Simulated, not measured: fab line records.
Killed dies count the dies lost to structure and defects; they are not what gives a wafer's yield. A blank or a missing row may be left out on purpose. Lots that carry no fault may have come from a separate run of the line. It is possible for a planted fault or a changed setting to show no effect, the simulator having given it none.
One fault seen from 2 desks + flow sky130 + what lay behind the numbers comes last; until then each desk has only its own

## THE TOOL OWNER'S DESK: implanter-01
The tool's own readings at SKY_LDD_P_IMPLANT_09: means of the sampled wafers that have a number, for each lot that ran on this tool. A lot is out of limits, marked OUT, if its mean lies more than 4 standard deviations from the usual mean; the brackets give that distance.
Columns: A = dose_ions_cm2 at SKY_LDD_P_IMPLANT_09, usual 9.998e+12; B = faraday_current_uA at SKY_LDD_P_IMPLANT_09, usual 56.4
| lot  | first seen here | A                   | B               |
|------|-----------------|---------------------|-----------------|
| L561 | day 19 15:09    | 9.982e+12           | 56.9            |
| L564 | day 20 10:40    | 9.983e+12           | 56.4            |
| L574 | day 24 06:19    | 1.064e+13 (+49) OUT | 58.9            |
| L575 | day 24 17:45    | 1.063e+13 (+49) OUT | 61.0 (+4.2) OUT |
This desk finds L574, L575 out of limits, L574 being first, at day 24 06:19 (dose_ions_cm2 at SKY_LDD_P_IMPLANT_09). L561, L564 stayed within limits.

## THE METROLOGY DESK
What the gauges read for every lot (on any tool): the sampled wafers with a number, averaged. A lot is out of limits, marked OUT, if its mean lies more than 4 standard deviations from the usual mean; the brackets give that distance.
Columns: A = cd_nm at SKY_SONOS_ONO_CD_MEAS_13, usual 410.1 nm; B = LDD_N_TW at SKY_LDD_N_TW_MEAS_17, usual 2551; C = LDD_P_TW at SKY_LDD_P_TW_MEAS_11, usual 627
| lot  | first seen here | A     | B    | C              |
|------|-----------------|-------|------|----------------|
| L561 | day 13 03:02    | 411.4 | 2579 | 624            |
| L562 | day 13 05:37    | 409.5 | 2520 | 626            |
| L563 | day 13 15:42    | 406.3 | 2522 | 626            |
| L564 | day 13 20:37    | 409.9 | 2586 | 627            |
| L565 | day 14 11:31    | 414.5 | 2570 | 625            |
| L566 | day 14 17:35    | 411.3 | 2551 | 633            |
| L574 | day 17 09:34    | 408.1 | 2537 | 642 (+4.2) OUT |
| L575 | day 17 22:08    | 409.7 | 2551 | 640            |
| L577 | day 18 16:31    | 411.2 | 2542 | 631            |
| L580 | day 19 10:40    | 411.0 | 2579 | 627            |
| L581 | day 19 20:56    | 408.9 | 2530 | 627            |
| L583 | day 20 18:04    | 412.1 | 2522 | 628            |
Finding of this desk: L574 out of limits, first seen on L574 at day 24 06:34 (LDD_P_TW at SKY_LDD_P_TW_MEAS_11). L561, L562, L563, L564, L565, L566, L575, L577, L580, L581, L583 stayed within limits.

## BROUGHT TOGETHER
An alarm could have come from the tool owner's desk at day 24 06:19, on L574, L575.
An alarm was possible from the metrology desk at day 24 06:34, on L574.
The metrology desk has L575 on record, within its limits.
Of the lots named, all ran SKY_LDD_P_IMPLANT_09 on implanter-01.

## WHAT THE SIMULATOR HAD PUT IN
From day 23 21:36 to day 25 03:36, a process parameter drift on implanter-01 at SKY_LDD_P_IMPLANT_09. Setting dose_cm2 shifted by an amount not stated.
Shown lots that were struck: L574, L575.
Counting hours from when the fault started, the first reading out of limits came at 9 for the tool owner's desk and at 9 for the metrology desk.
